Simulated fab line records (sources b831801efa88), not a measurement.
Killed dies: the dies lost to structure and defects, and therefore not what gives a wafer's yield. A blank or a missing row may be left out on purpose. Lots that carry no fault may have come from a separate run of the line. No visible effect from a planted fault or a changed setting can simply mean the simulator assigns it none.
The tool behind it: which one? :: flow gf180mcu :: 13 lots with 36 wafers sampled at 5 steps, on a route of 602 steps

== WHAT THE GAUGES SHOWED, per wafer ==
GF_SAB_CD_MEAS_09: the cd target is 420 nm. Usual: cd_nm reads 419.8 nm (standard deviation 1.9).
lot: L515
measured: day 15 00:44
on: cd_sem-01
cd_nm (nm): 419.5 420.8 419.1
flag: 

lot: L516
measured: day 15 08:13
on: cd_sem-02
cd_nm (nm): 417.0 417.8 420.0
flag: 

lot: L518
measured: day 16 10:34
on: cd_sem-01
cd_nm (nm): 422.3 422.5 422.7
flag: 

lot: L519
measured: day 16 19:01
on: cd_sem-02
cd_nm (nm): 420.5 419.8 419.7
flag: 

lot: L520
measured: day 17 02:49
on: cd_sem-02
cd_nm (nm): 421.2 417.7 418.1
flag: 

lot: L522
measured: day 17 16:30
on: cd_sem-02
cd_nm (nm): 417.6 416.9 417.8
flag: 

lot: L523
measured: day 18 03:20
on: cd_sem-01
cd_nm (nm): 420.4 421.7 422.0
flag: 

lot: L525
measured: day 18 21:39
on: cd_sem-01
cd_nm (nm): 421.9 418.2 417.3
flag: 

lot: L529
measured: day 20 05:49
on: cd_sem-01
cd_nm (nm): 421.1 421.1
flag: 

lot: L530
measured: day 20 14:59
on: cd_sem-02
cd_nm (nm): 421.4 422.7
flag: 

lot: L531
measured: day 21 03:26
on: cd_sem-02
cd_nm (nm): 420.5 422.4
flag: 

lot: L536
measured: day 22 19:13
on: cd_sem-02
cd_nm (nm): 420.4 421.0 422.3
flag: 

lot: L537
measured: day 23 00:01
on: cd_sem-02
cd_nm (nm): 417.6 417.9 420.2
flag: 

GF_V1_THK_MEAS_01. Usual: V1_CVD_00_THK typically reads 596 nm, with standard deviation 5.9.
lot: L515
measured: day 17 02:00
on: film_metro-04
V1_CVD_00_THK (nm): 603 599 601
flag: 

lot: L516
measured: day 17 08:42
on: film_metro-02
V1_CVD_00_THK (nm): 598 593 605
flag: 

lot: L518
measured: day 18 13:31
on: film_metro-02
V1_CVD_00_THK (nm): 590 602 608
flag: 

lot: L519
measured: day 18 21:38
on: film_metro-04
V1_CVD_00_THK (nm): 606 593 603
flag: 

lot: L520
measured: day 19 05:50
on: film_metro-04
V1_CVD_00_THK (nm): 588 592 591
flag: 

lot: L522
measured: day 19 20:28
on: film_metro-03
V1_CVD_00_THK (nm): 593 598 596
flag: 

lot: L523
measured: day 20 07:55
on: film_metro-04
V1_CVD_00_THK (nm): 593 594 595
flag: 

lot: L525
measured: day 21 00:57
on: film_metro-03
V1_CVD_00_THK (nm): 594 595 594
flag: 

lot: L529
measured: day 22 09:18
on: film_metro-04
V1_CVD_00_THK (nm): 600 601
flag: 

lot: L530
measured: day 22 17:43
on: film_metro-04
V1_CVD_00_THK (nm): 596 595
flag: 

lot: L531
measured: day 23 05:19
on: film_metro-03
V1_CVD_00_THK (nm): 606 608
flag: 

lot: L536
measured: day 24 19:13
on: film_metro-04
V1_CVD_00_THK (nm): 594 599 598
flag: 

lot: L537
measured: day 25 00:37
on: film_metro-03
V1_CVD_00_THK (nm): 597 607 599
flag: 

== WHICH TOOL RAN EACH LOT (tool, then ch and the chambers of the sampled wafers, then the start) ==
lot: L515
GF_STI_ETCH_14: rie_si-01 ch 2,3, day 2 01:17
GF_STI_STRIP_15: plasma_asher-02 ch 0,1, day 2 01:23
GF_SALICIDE_RTA_06: rtp_anneal-02 ch 0, day 15 01:28

lot: L516
GF_STI_ETCH_14: rie_si-02 ch 2,3, day 2 05:52
GF_STI_STRIP_15: plasma_asher-01 ch 0,1, day 2 05:58
GF_SALICIDE_RTA_06: rtp_anneal-01 ch 0, day 15 08:58

lot: L518
GF_STI_ETCH_14: rie_si-02 ch 2,3, day 2 16:51
GF_STI_STRIP_15: plasma_asher-02 ch 0,1, day 2 16:56
GF_SALICIDE_RTA_06: rtp_anneal-01 ch 0, day 16 11:17

lot: L519
GF_STI_ETCH_14: rie_si-02 ch 1,2, day 2 22:22
GF_STI_STRIP_15: plasma_asher-01 ch 1, day 2 22:26
GF_SALICIDE_RTA_06: rtp_anneal-01 ch 0, day 16 19:46

lot: L520
GF_STI_ETCH_14: rie_si-01 ch 0,2, day 3 06:49
GF_STI_STRIP_15: plasma_asher-03 ch 0,1, day 3 06:53
GF_SALICIDE_RTA_06: rtp_anneal-01 ch 0, day 17 03:32

lot: L522
GF_STI_ETCH_14: rie_si-01 ch 0,2,3, day 3 14:13
GF_STI_STRIP_15: plasma_asher-02 ch 0,1, day 3 14:17
GF_SALICIDE_RTA_06: rtp_anneal-02 ch 0, day 17 17:15

lot: L523
GF_STI_ETCH_14: rie_si-01 ch 0,3, day 3 18:50
GF_STI_STRIP_15: plasma_asher-02 ch 0,1, day 3 18:55
GF_SALICIDE_RTA_06: rtp_anneal-01 ch 0, day 18 04:04

lot: L525
GF_STI_ETCH_14: rie_si-02 ch 0,1, day 4 04:58
GF_STI_STRIP_15: plasma_asher-02 ch 0,1, day 4 05:04
GF_SALICIDE_RTA_06: rtp_anneal-01 ch 0, day 18 22:23

lot: L529
GF_STI_ETCH_14: rie_si-01 ch 0,3, day 5 01:40
GF_STI_STRIP_15: plasma_asher-02 ch 0, day 5 01:44
GF_SALICIDE_RTA_06: rtp_anneal-01 ch 0, day 20 06:34

lot: L530
GF_STI_ETCH_14: rie_si-01 ch 3, day 5 09:16
GF_STI_STRIP_15: plasma_asher-01 ch 0,1, day 5 09:20
GF_SALICIDE_RTA_06: rtp_anneal-02 ch 0, day 20 15:43

lot: L531
GF_STI_ETCH_14: rie_si-01 ch 0,3, day 5 15:37
GF_STI_STRIP_15: plasma_asher-01 ch 0, day 5 15:41
GF_SALICIDE_RTA_06: rtp_anneal-02 ch 0, day 21 04:10

lot: L536
GF_STI_ETCH_14: rie_si-02 ch 0,2,3, day 6 14:17
GF_STI_STRIP_15: plasma_asher-03 ch 0,1, day 6 14:21
GF_SALICIDE_RTA_06: rtp_anneal-02 ch 0, day 22 19:57

lot: L537
GF_STI_ETCH_14: rie_si-02 ch 0,1,3, day 6 18:43
GF_STI_STRIP_15: plasma_asher-03 ch 0,1, day 6 18:49
GF_SALICIDE_RTA_06: rtp_anneal-02 ch 0, day 23 00:44
- GF_STI_ETCH_14: etches Si in HBr/Cl2/O2, target depth 360 nm, time 102.9 s.
- GF_STI_STRIP_15: strips in O2/N2.
- GF_SALICIDE_RTA_06: time 30 s.

== WHAT THE TOOLS THEMSELVES READ (means of the sampled wafers that have a number; where no wafer has one, the mark that the record gives instead) ==
GF_STI_ETCH_14. Usual: drypump_motor_current_A 5.4 A, standard deviation 0.46; oes_product_au 0.994 a.u., standard deviation 0.011; throttle_valve_pct 25.662 %, standard deviation 0.012.
lot: L515
tool: rie_si-01
drypump_motor_current_A (A): 5.3
oes_product_au (a.u.): 0.994
throttle_valve_pct (%): 25.674
flag: 

lot: L516
tool: rie_si-02
drypump_motor_current_A (A): 5.7
oes_product_au (a.u.): 0.992
throttle_valve_pct (%): 25.657
flag: 

lot: L518
tool: rie_si-02
drypump_motor_current_A (A): 5.3
oes_product_au (a.u.): 0.985
throttle_valve_pct (%): 25.665
flag: 

lot: L519
tool: rie_si-02
drypump_motor_current_A (A): 5.2
oes_product_au (a.u.): 0.996
throttle_valve_pct (%): 25.654
flag: 

lot: L520
tool: rie_si-01
drypump_motor_current_A (A): 5.1
oes_product_au (a.u.): 0.987
throttle_valve_pct (%): 25.660
flag: 

lot: L522
tool: rie_si-01
drypump_motor_current_A (A): 5.2
oes_product_au (a.u.): 0.998
throttle_valve_pct (%): 25.665
flag: 

lot: L523
tool: rie_si-01
drypump_motor_current_A (A): 5.1
oes_product_au (a.u.): 0.994
throttle_valve_pct (%): 25.664
flag: 

lot: L525
tool: rie_si-02
drypump_motor_current_A (A): 5.5
oes_product_au (a.u.): 0.990
throttle_valve_pct (%): 25.660
flag: 

lot: L529
tool: rie_si-01
drypump_motor_current_A (A): 5.2
oes_product_au (a.u.): 0.868
throttle_valve_pct (%): 25.749
flag: OFF

lot: L530
tool: rie_si-01
drypump_motor_current_A (A): 5.4
oes_product_au (a.u.): 0.854
throttle_valve_pct (%): 25.748
flag: OFF

lot: L531
tool: rie_si-01
drypump_motor_current_A (A): 5.2
oes_product_au (a.u.): 0.859
throttle_valve_pct (%): 25.752
flag: OFF

lot: L536
tool: rie_si-02
drypump_motor_current_A (A): 5.5
oes_product_au (a.u.): 0.998
throttle_valve_pct (%): 25.665
flag: 

lot: L537
tool: rie_si-02
drypump_motor_current_A (A): 5.7
oes_product_au (a.u.): 0.986
throttle_valve_pct (%): 25.676
flag: 

GF_STI_STRIP_15. Usual: drypump_motor_current_A 5.8 A, standard deviation 0.55; heater_power_w 353 W, standard deviation 38; oes_product_au 0.385 a.u., standard deviation 0.0048; strip_time_to_endpoint_s 3.77 s, standard deviation 0.059.
lot: L515
tool: plasma_asher-02
drypump_motor_current_A (A): 5.7
heater_power_w (W): 340
oes_product_au (a.u.): 0.386
strip_time_to_endpoint_s (s): 3.77
flag: 

lot: L516
tool: plasma_asher-01
drypump_motor_current_A (A): 5.5
heater_power_w (W): 392
oes_product_au (a.u.): 0.384
strip_time_to_endpoint_s (s): 3.78
flag: 

lot: L518
tool: plasma_asher-02
drypump_motor_current_A (A): 6.2
heater_power_w (W): 339
oes_product_au (a.u.): 0.381
strip_time_to_endpoint_s (s): 3.78
flag: 

lot: L519
tool: plasma_asher-01
drypump_motor_current_A (A): 5.4
heater_power_w (W): 308
oes_product_au (a.u.): 0.384
strip_time_to_endpoint_s (s): 3.77
flag: 

lot: L520
tool: plasma_asher-03
drypump_motor_current_A (A): 6.2
heater_power_w (W): 355
oes_product_au (a.u.): 0.389
strip_time_to_endpoint_s (s): 3.84
flag: 

lot: L522
tool: plasma_asher-02
drypump_motor_current_A (A): 5.7
heater_power_w (W): 343
oes_product_au (a.u.): 0.384
strip_time_to_endpoint_s (s): 3.78
flag: 

lot: L523
tool: plasma_asher-02
drypump_motor_current_A (A): 5.7
heater_power_w (W): 347
oes_product_au (a.u.): 0.380
strip_time_to_endpoint_s (s): 3.69
flag: 

lot: L525
tool: plasma_asher-02
drypump_motor_current_A (A): 6.2
heater_power_w (W): 337
oes_product_au (a.u.): 0.386
strip_time_to_endpoint_s (s): 3.79
flag: 

lot: L529
tool: plasma_asher-02
drypump_motor_current_A (A): 5.2
heater_power_w (W): 362
oes_product_au (a.u.): 0.395
strip_time_to_endpoint_s (s): 4.08
flag: OFF

lot: L530
tool: plasma_asher-01
drypump_motor_current_A (A): 5.6
heater_power_w (W): 368
oes_product_au (a.u.): 0.391
strip_time_to_endpoint_s (s): 3.97
flag: OFF

lot: L531
tool: plasma_asher-01
drypump_motor_current_A (A): 5.6
heater_power_w (W): 422
oes_product_au (a.u.): 0.399
strip_time_to_endpoint_s (s): 4.04
flag: OFF

lot: L536
tool: plasma_asher-03
drypump_motor_current_A (A): 6.0
heater_power_w (W): 346
oes_product_au (a.u.): 0.393
strip_time_to_endpoint_s (s): 3.76
flag: 

lot: L537
tool: plasma_asher-03
drypump_motor_current_A (A): 5.9
heater_power_w (W): 347
oes_product_au (a.u.): 0.391
strip_time_to_endpoint_s (s): 3.83
flag: 

GF_SALICIDE_RTA_06. Usual: lamp_power_pct 6.8 %, standard deviation 0.4; wafer_temp_C_max 532.1, standard deviation 0.46.
lot: L515
tool: rtp_anneal-02
lamp_power_pct (%): 6.4
wafer_temp_C_max: 531.7
flag: 

lot: L516
tool: rtp_anneal-01
lamp_power_pct (%): 7.2
wafer_temp_C_max: 532.6
flag: 

lot: L518
tool: rtp_anneal-01
lamp_power_pct (%): 7.2
wafer_temp_C_max: 532.5
flag: 

lot: L519
tool: rtp_anneal-01
lamp_power_pct (%): 7.2
wafer_temp_C_max: 532.4
flag: 

lot: L520
tool: rtp_anneal-01
lamp_power_pct (%): 7.2
wafer_temp_C_max: 531.9
flag: 

lot: L522
tool: rtp_anneal-02
lamp_power_pct (%): 6.4
wafer_temp_C_max: 531.7
flag: 

lot: L523
tool: rtp_anneal-01
lamp_power_pct (%): 7.2
wafer_temp_C_max: 532.2
flag: 

lot: L525
tool: rtp_anneal-01
lamp_power_pct (%): 7.2
wafer_temp_C_max: 532.3
flag: 

lot: L529
tool: rtp_anneal-01
lamp_power_pct (%): 7.2
wafer_temp_C_max: 531.8
flag: 

lot: L530
tool: rtp_anneal-02
lamp_power_pct (%): 6.4
wafer_temp_C_max: 532.2
flag: 

lot: L531
tool: rtp_anneal-02
lamp_power_pct (%): 6.4
wafer_temp_C_max: 531.5
flag: 

lot: L536
tool: rtp_anneal-02
lamp_power_pct (%): 6.4
wafer_temp_C_max: 531.9
flag: 

lot: L537
tool: rtp_anneal-02
lamp_power_pct (%): 6.4
wafer_temp_C_max: 532.4
flag: 

== THE ANSWER, worked out from the rows above alone ==
Rule: a lot is off if the mean of its wafers that have a number lies more than 3 standard deviations from the usual mean. A lot without any number at a reading at which 4 lots or more have one is off too. The other lots that the step has rows for count as sound. After the gauges, taken in route order, come the tools' own readings; for these a lot's mean is taken, as printed above. At the first step where some lot is off, the reading lying furthest off is the one used; lots without a number count as furthest.
Off at GF_STI_ETCH_14 (oes_product_au): L529, L530, L531.
If a tool, at that step or one of the process steps before it, ran each lot that is off and ran no sound lot following the first of them, it fits. One fits: rie_si-01 at GF_STI_ETCH_14. Its last sound lot is L523 (day 3 18:50), its first lot that is off L529 (day 5 01:40): a fault that began between those two fits.
The tool's own readings at GF_STI_ETCH_14 bear it out: on the lots that are off they differ by more than 5 times the standard deviation of the sound lots' means. oes_product_au reads 0.860 a.u. there against 0.992 a.u. on the sound lots; throttle_valve_pct reads 25.750 % there against 25.664 % on the sound lots.

== WHAT THE SIMULATOR PUT IN ==
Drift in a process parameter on rie_si-01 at GF_STI_ETCH_14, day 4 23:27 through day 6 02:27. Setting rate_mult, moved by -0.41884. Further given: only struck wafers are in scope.
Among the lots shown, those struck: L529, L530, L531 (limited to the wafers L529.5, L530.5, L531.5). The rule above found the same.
